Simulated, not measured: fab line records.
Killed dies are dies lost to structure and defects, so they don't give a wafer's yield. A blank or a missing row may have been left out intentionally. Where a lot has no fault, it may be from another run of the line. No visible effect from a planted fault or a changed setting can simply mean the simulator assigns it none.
Matching of chambers ; flow sky130 ; 4 sister chambers for SKY_CONTACT_CMP_27 on cmp-01
The step polishes, stops on SiO2, t overpolish 15 s, target thk 0 nm. 4 wafers are shown with their chamber, then 12 later ones without.

== WAFERS PAIRED WITH THEIR CHAMBERS ==
wafer;chamber;motor-current-A (A)
L086.3;1;10.9
L089.1;2;11.3
L089.4;0;9.9
L089.5;3;12.3

== WAFERS MISSING THEIR CHAMBER ==
wafer;motor-current-A (A)
L088.3;12.4
L088.4;10.2
L088.6;12.0
L095.1;12.4
L095.2;12.5
L095.5;12.6
L090.1;11.8
L090.5;11.5
L090.6;11.1
L097.1;12.2
L097.2;11.0
L097.6;11.0

== THE CHAMBER EACH PASSED THROUGH ==
wafer;from the rows above;in truth
L088.3;3;3
L088.4;can't be placed: 0 or 1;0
L088.6;can't be placed: 3 or 2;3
L095.1;3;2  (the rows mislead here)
L095.2;3;3
L095.5;3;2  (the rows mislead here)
L090.1;can't be placed: 2 or 3 or 1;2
L090.5;can't be placed: 2 or 1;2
L090.6;can't be placed: 1 or 2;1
L097.1;3;3
L097.2;can't be placed: 1 or 2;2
L097.6;can't be placed: 1 or 2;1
Placed correctly: 3 of 12. From these rows, 7 cannot be placed; in 7 the true chamber is one of the candidates. Wrongly placed: 2.
How it was worked out, from the rows above alone: a wafer's distance from a chamber is the root of the sum, over the readings, of the square of ((its reading less the chamber's mean) divided by the reading's scatter). The wafer belongs to the nearest chamber; if the next one is less than 2 further off, it can't be placed. Each chamber's mean is taken over the wafers shown for it. The scatter (one wafer shown for each chamber): square how far every hidden wafer sits from the nearest shown wafer, average those squares and take the square root.
